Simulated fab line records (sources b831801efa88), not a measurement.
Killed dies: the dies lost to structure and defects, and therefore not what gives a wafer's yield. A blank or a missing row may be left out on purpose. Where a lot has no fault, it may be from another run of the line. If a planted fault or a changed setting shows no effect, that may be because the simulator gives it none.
A sampling plan put to the test	flow gf180mcu	each of the 65 faults these records tell of, on one fab line, judged from the records of the lots it struck
What counts as the plan is the set of the line's own looks, namely the steps on the route at which a gauge or an inspection reads a wafer and does not change it. Where struck wafers have a number at a look and the file lists that look's usual mean and standard deviation on fault-free wafers, the look can be judged. Caught: at a look after the fault's first step, the mean of the struck wafers lies 4 or more of those standard deviations (sigma) from the usual mean. On the tool: the same test on the tool's own readings at the fault's steps. Caught also covers a different recipe on the struck wafers, or a record left blank for those wafers only.

== THE FAULTS, as the simulator had put them in ==
1. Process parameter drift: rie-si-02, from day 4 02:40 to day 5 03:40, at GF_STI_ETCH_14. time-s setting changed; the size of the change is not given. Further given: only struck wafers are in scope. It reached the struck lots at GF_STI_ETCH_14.
2. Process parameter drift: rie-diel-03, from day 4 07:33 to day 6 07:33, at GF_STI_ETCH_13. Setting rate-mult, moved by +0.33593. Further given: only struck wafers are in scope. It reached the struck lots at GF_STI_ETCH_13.
3. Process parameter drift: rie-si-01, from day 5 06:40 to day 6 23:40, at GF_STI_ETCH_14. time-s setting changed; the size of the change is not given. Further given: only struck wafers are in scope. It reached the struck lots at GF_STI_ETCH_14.
4. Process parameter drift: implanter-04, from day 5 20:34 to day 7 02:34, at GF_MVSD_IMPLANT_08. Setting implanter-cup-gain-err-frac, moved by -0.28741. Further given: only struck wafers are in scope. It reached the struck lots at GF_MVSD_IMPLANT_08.
5. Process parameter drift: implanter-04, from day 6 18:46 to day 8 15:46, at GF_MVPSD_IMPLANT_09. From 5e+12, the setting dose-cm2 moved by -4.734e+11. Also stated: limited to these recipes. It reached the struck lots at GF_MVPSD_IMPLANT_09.
6. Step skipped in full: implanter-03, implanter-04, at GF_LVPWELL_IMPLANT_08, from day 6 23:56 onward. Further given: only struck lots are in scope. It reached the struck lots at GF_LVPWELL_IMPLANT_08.
7. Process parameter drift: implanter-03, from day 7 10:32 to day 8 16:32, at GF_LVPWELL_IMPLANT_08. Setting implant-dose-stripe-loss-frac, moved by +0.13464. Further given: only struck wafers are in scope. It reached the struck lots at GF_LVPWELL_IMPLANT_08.
8. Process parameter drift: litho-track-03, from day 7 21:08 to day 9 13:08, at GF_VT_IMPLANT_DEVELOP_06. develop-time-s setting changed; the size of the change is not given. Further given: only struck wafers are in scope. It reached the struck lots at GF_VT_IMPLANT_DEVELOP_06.
9. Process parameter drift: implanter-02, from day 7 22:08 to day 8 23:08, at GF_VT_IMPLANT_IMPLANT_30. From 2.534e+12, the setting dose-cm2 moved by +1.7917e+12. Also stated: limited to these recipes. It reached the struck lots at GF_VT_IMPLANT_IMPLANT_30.
10. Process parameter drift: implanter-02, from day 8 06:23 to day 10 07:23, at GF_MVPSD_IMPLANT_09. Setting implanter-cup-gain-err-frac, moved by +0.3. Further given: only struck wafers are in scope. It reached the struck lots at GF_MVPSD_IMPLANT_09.
11. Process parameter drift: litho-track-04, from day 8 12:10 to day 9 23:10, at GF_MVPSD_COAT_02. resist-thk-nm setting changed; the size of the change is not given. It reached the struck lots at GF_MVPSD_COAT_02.
12. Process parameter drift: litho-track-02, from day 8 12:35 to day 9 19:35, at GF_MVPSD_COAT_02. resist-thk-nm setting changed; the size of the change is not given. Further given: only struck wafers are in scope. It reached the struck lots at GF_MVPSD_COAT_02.
13. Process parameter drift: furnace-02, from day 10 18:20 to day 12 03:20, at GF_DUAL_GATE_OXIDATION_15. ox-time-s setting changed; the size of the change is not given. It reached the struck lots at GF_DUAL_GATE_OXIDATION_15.
14. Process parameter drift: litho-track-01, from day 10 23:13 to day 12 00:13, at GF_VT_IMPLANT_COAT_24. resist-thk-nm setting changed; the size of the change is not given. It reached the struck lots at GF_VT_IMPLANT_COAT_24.
15. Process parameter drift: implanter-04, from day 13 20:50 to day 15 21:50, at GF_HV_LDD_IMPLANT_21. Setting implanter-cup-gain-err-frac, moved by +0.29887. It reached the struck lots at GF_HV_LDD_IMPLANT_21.
16. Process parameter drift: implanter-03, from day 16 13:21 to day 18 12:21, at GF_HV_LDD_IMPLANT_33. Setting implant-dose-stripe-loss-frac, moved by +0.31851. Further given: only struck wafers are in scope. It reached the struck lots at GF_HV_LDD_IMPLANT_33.
17. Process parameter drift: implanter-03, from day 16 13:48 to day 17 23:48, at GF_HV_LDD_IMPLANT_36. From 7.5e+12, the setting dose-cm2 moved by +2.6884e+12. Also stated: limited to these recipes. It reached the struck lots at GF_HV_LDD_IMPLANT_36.
18. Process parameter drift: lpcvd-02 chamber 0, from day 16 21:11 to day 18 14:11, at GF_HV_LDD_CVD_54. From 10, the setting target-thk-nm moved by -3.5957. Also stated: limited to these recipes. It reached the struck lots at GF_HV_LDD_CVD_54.
19. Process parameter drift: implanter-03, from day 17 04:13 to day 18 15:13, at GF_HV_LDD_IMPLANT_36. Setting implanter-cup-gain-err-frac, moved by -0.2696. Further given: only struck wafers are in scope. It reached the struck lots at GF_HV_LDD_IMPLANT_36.
20. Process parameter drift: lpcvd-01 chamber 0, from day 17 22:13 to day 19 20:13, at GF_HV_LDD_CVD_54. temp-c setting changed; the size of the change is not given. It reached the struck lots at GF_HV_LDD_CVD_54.
21. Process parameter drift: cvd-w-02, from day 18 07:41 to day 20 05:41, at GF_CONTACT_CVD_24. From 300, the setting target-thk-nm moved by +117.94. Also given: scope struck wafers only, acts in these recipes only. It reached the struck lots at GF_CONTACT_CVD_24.
22. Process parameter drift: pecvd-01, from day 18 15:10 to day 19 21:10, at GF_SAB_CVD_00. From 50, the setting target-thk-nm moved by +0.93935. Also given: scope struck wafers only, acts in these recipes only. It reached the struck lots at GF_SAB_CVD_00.
23. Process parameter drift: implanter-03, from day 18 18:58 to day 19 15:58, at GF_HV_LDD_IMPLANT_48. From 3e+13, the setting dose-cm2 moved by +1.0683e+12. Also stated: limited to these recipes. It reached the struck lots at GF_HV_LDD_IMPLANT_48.
24. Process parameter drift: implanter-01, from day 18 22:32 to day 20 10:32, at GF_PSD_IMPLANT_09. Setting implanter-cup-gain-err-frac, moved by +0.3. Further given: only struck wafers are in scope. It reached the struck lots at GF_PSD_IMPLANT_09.
25. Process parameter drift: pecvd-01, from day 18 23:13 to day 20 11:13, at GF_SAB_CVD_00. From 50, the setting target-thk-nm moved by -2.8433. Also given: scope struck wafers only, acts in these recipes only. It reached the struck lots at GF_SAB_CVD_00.
26. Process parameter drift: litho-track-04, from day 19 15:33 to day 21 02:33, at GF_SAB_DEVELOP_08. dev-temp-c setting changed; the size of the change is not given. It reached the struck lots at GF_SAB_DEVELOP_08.
27. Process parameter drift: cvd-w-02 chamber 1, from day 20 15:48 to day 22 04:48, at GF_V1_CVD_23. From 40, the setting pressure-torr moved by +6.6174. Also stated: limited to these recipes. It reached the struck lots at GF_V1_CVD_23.
28. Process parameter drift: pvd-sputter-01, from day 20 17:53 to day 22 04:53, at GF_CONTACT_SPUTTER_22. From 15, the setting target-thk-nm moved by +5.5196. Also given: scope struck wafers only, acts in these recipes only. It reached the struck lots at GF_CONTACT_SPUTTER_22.
29. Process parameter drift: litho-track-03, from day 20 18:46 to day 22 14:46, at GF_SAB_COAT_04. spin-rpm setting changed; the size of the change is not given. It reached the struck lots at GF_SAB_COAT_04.
30. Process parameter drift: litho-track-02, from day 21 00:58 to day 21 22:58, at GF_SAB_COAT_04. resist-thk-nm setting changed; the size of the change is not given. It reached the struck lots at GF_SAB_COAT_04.
31. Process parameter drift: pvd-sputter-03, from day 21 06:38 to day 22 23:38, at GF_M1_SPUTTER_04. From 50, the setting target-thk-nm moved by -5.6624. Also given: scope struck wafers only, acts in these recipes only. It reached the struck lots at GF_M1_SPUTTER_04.
32. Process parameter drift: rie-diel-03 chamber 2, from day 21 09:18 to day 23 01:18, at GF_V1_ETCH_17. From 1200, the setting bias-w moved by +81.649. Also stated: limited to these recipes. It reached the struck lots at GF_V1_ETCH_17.
33. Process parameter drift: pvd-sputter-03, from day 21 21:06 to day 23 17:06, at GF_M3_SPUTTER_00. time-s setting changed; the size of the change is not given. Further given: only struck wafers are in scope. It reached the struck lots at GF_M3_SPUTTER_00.
34. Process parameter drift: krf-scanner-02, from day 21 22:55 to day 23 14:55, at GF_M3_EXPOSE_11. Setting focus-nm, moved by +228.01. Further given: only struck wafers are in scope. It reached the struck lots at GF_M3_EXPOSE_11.
35. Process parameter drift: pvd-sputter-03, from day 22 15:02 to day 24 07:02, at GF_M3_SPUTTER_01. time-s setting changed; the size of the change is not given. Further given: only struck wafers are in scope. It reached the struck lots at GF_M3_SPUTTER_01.
36. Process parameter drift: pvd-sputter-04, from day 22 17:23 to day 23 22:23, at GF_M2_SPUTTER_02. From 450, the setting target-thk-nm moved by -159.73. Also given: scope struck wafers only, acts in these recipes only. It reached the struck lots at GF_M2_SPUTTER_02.
37. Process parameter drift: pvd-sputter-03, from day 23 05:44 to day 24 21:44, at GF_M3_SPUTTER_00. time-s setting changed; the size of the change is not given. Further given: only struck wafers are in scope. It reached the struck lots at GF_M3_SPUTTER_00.
38. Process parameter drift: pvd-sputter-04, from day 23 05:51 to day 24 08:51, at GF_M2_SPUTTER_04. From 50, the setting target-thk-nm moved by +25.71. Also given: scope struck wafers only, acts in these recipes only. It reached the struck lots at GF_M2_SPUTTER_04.
39. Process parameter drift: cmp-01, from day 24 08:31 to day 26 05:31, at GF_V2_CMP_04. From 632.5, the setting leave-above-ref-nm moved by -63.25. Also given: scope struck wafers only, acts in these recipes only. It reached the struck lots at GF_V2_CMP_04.
40. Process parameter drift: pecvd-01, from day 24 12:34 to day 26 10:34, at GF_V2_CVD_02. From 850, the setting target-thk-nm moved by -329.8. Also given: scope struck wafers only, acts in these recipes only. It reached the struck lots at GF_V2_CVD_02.
41. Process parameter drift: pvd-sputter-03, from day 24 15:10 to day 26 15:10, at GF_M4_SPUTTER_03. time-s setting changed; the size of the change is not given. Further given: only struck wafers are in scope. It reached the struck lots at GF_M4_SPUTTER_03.
42. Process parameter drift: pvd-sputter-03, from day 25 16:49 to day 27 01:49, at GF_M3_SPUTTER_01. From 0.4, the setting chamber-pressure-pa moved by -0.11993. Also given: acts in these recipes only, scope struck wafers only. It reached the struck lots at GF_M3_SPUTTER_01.
43. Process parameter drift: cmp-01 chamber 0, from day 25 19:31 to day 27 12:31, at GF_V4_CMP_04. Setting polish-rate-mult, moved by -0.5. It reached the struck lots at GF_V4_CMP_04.
44. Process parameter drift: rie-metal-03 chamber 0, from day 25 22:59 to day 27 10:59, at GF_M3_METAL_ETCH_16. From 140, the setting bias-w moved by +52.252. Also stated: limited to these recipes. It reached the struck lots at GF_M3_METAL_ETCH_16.
45. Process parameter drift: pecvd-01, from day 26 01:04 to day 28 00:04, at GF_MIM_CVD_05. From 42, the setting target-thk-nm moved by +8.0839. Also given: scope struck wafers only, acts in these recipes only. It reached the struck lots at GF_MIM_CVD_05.
46. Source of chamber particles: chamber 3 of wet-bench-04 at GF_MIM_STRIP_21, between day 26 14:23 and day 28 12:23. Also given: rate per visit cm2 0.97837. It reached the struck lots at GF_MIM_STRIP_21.
47. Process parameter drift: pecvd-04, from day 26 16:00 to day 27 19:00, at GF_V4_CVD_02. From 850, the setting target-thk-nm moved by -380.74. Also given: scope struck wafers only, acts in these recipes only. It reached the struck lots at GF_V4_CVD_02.
48. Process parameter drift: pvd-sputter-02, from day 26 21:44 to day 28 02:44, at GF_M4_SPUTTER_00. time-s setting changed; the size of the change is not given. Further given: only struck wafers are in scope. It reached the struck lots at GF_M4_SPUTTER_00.
49. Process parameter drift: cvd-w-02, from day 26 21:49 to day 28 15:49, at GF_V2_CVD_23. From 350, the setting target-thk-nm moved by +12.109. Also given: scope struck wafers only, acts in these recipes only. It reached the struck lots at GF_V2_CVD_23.
50. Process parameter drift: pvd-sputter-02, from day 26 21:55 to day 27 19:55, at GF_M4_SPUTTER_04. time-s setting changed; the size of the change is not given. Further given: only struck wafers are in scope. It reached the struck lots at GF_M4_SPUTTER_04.
51. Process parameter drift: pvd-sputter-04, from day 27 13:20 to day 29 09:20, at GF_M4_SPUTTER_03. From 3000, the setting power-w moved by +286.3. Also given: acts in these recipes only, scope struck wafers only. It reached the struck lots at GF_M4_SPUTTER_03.
52. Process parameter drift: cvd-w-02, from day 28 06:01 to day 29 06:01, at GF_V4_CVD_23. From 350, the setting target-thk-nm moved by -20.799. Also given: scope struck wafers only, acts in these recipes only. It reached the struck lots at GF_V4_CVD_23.
53. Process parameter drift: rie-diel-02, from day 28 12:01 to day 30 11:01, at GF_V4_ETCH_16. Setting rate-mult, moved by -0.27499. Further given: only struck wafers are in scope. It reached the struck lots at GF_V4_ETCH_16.
54. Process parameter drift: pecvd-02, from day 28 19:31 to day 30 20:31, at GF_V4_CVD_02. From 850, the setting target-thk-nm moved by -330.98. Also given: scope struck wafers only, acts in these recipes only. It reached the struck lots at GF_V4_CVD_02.
55. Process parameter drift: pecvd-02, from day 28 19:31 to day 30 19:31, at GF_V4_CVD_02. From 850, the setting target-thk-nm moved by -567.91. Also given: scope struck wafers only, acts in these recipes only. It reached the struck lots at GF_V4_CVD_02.
56. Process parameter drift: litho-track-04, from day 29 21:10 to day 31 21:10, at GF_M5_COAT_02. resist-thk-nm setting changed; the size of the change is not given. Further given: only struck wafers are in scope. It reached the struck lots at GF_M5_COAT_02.
57. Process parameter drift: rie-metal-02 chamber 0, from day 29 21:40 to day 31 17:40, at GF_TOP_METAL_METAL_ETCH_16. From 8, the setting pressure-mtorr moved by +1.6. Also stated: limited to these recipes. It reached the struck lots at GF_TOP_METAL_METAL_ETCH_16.
58. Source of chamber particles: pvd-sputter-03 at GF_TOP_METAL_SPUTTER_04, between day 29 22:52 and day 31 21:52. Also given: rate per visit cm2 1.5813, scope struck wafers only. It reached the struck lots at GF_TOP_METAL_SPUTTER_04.
59. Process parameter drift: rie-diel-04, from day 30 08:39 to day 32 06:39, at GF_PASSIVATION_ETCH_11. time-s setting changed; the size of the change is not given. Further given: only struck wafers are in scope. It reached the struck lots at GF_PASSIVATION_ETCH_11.
60. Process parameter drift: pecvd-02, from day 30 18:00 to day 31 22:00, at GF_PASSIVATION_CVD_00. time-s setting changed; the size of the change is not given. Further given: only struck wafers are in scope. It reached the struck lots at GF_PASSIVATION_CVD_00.
61. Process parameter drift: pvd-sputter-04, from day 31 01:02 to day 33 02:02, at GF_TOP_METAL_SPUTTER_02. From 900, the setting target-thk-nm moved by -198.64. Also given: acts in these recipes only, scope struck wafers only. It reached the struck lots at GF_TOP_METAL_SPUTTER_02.
62. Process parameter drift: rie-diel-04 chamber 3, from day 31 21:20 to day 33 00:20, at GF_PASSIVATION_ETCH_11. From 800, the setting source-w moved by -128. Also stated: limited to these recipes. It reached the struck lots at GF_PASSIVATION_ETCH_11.
63. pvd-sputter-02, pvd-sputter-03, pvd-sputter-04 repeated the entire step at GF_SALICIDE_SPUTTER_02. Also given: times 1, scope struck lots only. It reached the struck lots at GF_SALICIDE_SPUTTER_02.
64. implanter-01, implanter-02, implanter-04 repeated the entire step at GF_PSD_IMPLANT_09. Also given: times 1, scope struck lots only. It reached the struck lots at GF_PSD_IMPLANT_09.
65. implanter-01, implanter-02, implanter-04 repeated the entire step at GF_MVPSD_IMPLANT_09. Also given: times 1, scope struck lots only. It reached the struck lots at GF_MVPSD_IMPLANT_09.

== WHAT THE PLAN SAW ==
fault	on the tool itself	first look that catches it	reading, sigma	median hours from its first step to that look	hours from the fault's start to the first struck lot there	judged looks passed uncaught
1	run-length-s +12 sigma	no look after it can be judged	-	-	-	0
2	under 2 sigma	none of the 3 looks that can be judged after it	-	-	-	3
3	run-length-s -90 sigma	not the one look that can be judged after it	-	-	-	1
4	beam-on-s +19 sigma	GF_MVSD_TW_MEAS_11	MVSD_TW +20	0.4	11	0
5	dose-ions-cm2 -89 sigma	GF_VT_IMPLANT_RS_MEAS_49	MVPSD_RS +8.7	67.4	79	1
6	the tool's record is blank for the struck wafers	GF_LVPWELL_TW_MEAS_11	LVPWELL_TW -92	0.4	2	0
7	no reading that can be judged	none of the 3 looks that can be judged after it	strongest: LVPWELL_RS at GF_VT_IMPLANT_RS_MEAS_48, +3.3	-	-	3
8	under 2 sigma	GF_VT_IMPLANT_TW_MEAS_10	VT_IMPLANT_TW -99 or beyond	0.4	8	0
9	dose-ions-cm2 +99 or beyond sigma	GF_VT_IMPLANT_TW_MEAS_32	VT_IMPLANT_3_TW +35	0.2	2	0
10	faraday-current-uA +14 sigma	GF_VT_IMPLANT_RS_MEAS_49	MVPSD_RS +24	77.0	75	1
11	under 2 sigma	not the one look that can be judged after it	-	-	-	1
12	under 2 sigma	not the one look that can be judged after it	-	-	-	1
13	under 2 sigma	no look after it can be judged	-	-	-	0
14	no reading that can be judged	not the one look that can be judged after it	-	-	-	1
15	faraday-current-uA +16 sigma	GF_HV_LDD_TW_MEAS_23	HV_LDD_2_TW -15	0.2	9	0
16	under 2 sigma	none of the 7 looks that can be judged after it	-	-	-	7
17	dose-ions-cm2 +99 or beyond sigma	GF_HV_LDD_TW_MEAS_38	HV_LDD_3_TW +6.0	0.2	4	0
18	under 2 sigma	GF_HV_LDD_THK_MEAS_55	HV_LDD_CVD_54_THK -32	1.1	6	0
19	beam-on-s +18 sigma	GF_HV_LDD_TW_MEAS_38	HV_LDD_3_TW +5.7	0.2	11	0
20	susceptor-temp-C -73 sigma	GF_HV_LDD_THK_MEAS_55	HV_LDD_CVD_54_THK -38	1.0	7	0
21	under 2 sigma	GF_CONTACT_RS_MEAS_25	CONTACT_W_RS -25	0.1	13	0
22	under 2 sigma	none of the 3 looks that can be judged after it	-	-	-	3
23	dose-ions-cm2 +31 sigma	no look after it can be judged	-	-	-	0
24	faraday-current-uA +15 sigma	GF_PSD_TW_MEAS_11	PSD_TW -10	0.2	5	0
25	under 2 sigma	GF_SAB_THK_MEAS_01	SAB_CVD_00_THK -4.2	0.0	5	0
26	developer-temp-C -20 sigma	GF_SAB_CD_MEAS_09	cd-nm -4.0	0.1	4	0
27	chamber-pressure-Torr +77 sigma	GF_V1_RS_MEAS_24	V1_W_RS -7.0	0.1	9	0
28	under 2 sigma	no look after it can be judged	-	-	-	0
29	spin-speed-rpm +99 or beyond sigma	none of the 2 looks that can be judged after it	strongest: cd-nm at GF_SAB_CD_MEAS_09, -2.5	-	-	2
30	under 2 sigma	no look after it can be judged	-	-	-	0
31	under 2 sigma	none of the 7 looks that can be judged after it	-	-	-	7
32	bias-w +22 sigma	no look after it can be judged	-	-	-	0
33	under 2 sigma	no look after it can be judged	-	-	-	0
34	no reading that can be judged	GF_M3_CD_MEAS_14	cd-nm -10	11.5	25	0
35	under 2 sigma	no look after it can be judged	-	-	-	0
36	under 2 sigma	GF_M2_RS_MEAS_05	M2_ALCU_RS +71	0.1	16	0
37	under 2 sigma	no look after it can be judged	-	-	-	0
38	under 2 sigma	none of the 2 looks that can be judged after it	strongest: M2_ALCU_THK at GF_M2_THK_MEAS_06, -3.0	-	-	2
39	time-to-endpoint-s +5.0 sigma	not the one look that can be judged after it	-	-	-	1
40	under 2 sigma	GF_V2_THK_MEAS_03	V2_CVD_02_THK -33	0.1	3	0
41	under 2 sigma	no look after it can be judged	-	-	-	0
42	chamber-pressure-pa -99 or beyond sigma	no look after it can be judged	-	-	-	0
43	time-to-endpoint-s +6.1 sigma	not the one look that can be judged after it	-	-	-	1
44	bias-w +99 or beyond sigma	no look after it can be judged	-	-	-	0
45	under 2 sigma	GF_MIM_THK_MEAS_06	MIM_CVD_05_THK +15	0.0	1	0
46	no reading that can be judged	none of the 2 looks that can be judged after it	-	-	-	2
47	under 2 sigma	GF_V4_THK_MEAS_03	V4_CVD_02_THK -39	0.1	4	0
48	under 2 sigma	no look after it can be judged	-	-	-	0
49	under 2 sigma	GF_V2_THK_MEAS_25	V2_W_THK +4.2	3.0	12	1
50	under 2 sigma	none of the 7 looks that can be judged after it	-	-	-	7
51	cathode-dc-power-W +99 or beyond sigma	no look after it can be judged	-	-	-	0
52	under 2 sigma	GF_V4_RS_MEAS_24	V4_W_RS +7.3	0.1	11	0
53	oes-product-au -6.3 sigma	no look after it can be judged	-	-	-	0
54	under 2 sigma	GF_V4_THK_MEAS_03	V4_CVD_02_THK -33	0.1	14	0
55	under 2 sigma	GF_V4_THK_MEAS_03	V4_CVD_02_THK -57	0.1	14	0
56	no reading that can be judged	GF_M5_CD_MEAS_07	cd-nm -4.5	8.3	45	0
57	chamber-pressure-mTorr +99 or beyond sigma	no look after it can be judged	-	-	-	0
58	under 2 sigma	not the one look that can be judged after it	-	-	-	1
59	run-length-s +99 or beyond sigma	no look after it can be judged	-	-	-	0
60	run-length-s +20 sigma	GF_PASSIVATION_THK_MEAS_01	PASSIVATION_CVD_00_THK +5.5	0.1	3	0
61	under 2 sigma	GF_TOP_METAL_RS_MEAS_05	TOP_METAL_ALCU_RS +35	0.1	3	0
62	rf-fwd-power-W -52 sigma	no look after it can be judged	-	-	-	0
63	under 2 sigma	GF_SALICIDE_RS_MEAS_04	SALICIDE_TIN_RS -29	0.3	-	0
64	no reading that can be judged	GF_PSD_TW_MEAS_11	PSD_TW +24	0.6	-	0
65	no reading that can be judged	GF_MVPSD_TW_MEAS_11	MVPSD_TW +10	0.6	-	0
A dash: this means the fault isn't caught or the number doesn't appear in these records.

Caught at a look: 31 of 65. Caught on the tool: 27 of 65. By one or the other: 45 of 65.
Faults caught by the tool alone: 1, 3, 23, 29, 32, 39, 42, 43, 44, 51, 53, 57, 59, 62.
Caught at a look alone: faults 8, 18, 21, 25, 34, 36, 40, 45, 47, 49, 52, 54, 55, 56, 61, 63, 64, 65.
Caught by neither: faults 2, 7, 11, 12, 13, 14, 16, 22, 28, 30, 31, 33, 35, 37, 38, 41, 46, 48, 50, 58.

== THINNER SAMPLING ==
Were the look that catches a fault to measure just every second or every third lot (counted by lot number), the first struck lot would, at worst, be measured this late:
fault	struck lots at that look, in order of time	every lot	every second lot	every third lot
4	L424, L425, L427	11 h	20 h	may miss all 3
5	L340, L341	79 h	85 h	may miss all 2
6	L106, L107	2 h	9 h	may miss all 2
8	L280, L282, L284	8 h	may miss all 3	30 h
9	L439, L442	2 h	23 h	may miss all 2
10	L363, L368, L370	75 h	116 h	125 h
15	L212, L214, L215	9 h	32 h	may miss all 3
17	L853, L855	4 h	may miss all 2	may miss all 2
18	L301	6 h	may miss it	may miss it
19	L616, L620	11 h	may miss all 2	may miss all 2
20	L668	7 h	may miss it	may miss it
21	L989, L992, L993	13 h	35 h	may miss all 3
24	L889, L890, L891	5 h	14 h	21 h
25	L376, L377, L379	5 h	14 h	may miss all 3
26	L454, L455	4 h	13 h	may miss all 2
27	L695, L698	9 h	30 h	may miss all 2
34	L636, L638	25 h	may miss all 2	may miss all 2
36	L993, L994	16 h	23 h	may miss all 2
40	L863, L867, L868	3 h	44 h	44 h
45	L140, L141, L143	1 h	8 h	may miss all 3
47	L772, L773, L774	4 h	14 h	19 h
49	L509	12 h	may miss it	may miss it
52	L779	11 h	may miss it	may miss it
54	L547, L548	14 h	23 h	may miss all 2
55	L446, L447	14 h	23 h	may miss all 2
56	L517	45 h	may miss it	may miss it
60	L604	3 h	may miss it	may miss it
61	L540, L543	3 h	25 h	may miss all 2
Hours are from the fault's start to the first struck lot that is measured. 4 sigma limit: tested on the pooled struck wafers, so a lone lot may be under it. Other struck lots may not be in these records.

== THE LONGEST TIMED WAY FROM STEP TO LOOK ==
Fault 10: the median time between GF_MVPSD_IMPLANT_09 and GF_VT_IMPLANT_RS_MEAS_49 is 77.0 hours. The look between them that can be judged stayed within 4 sigma: GF_VT_IMPLANT_TW_MEAS_21.
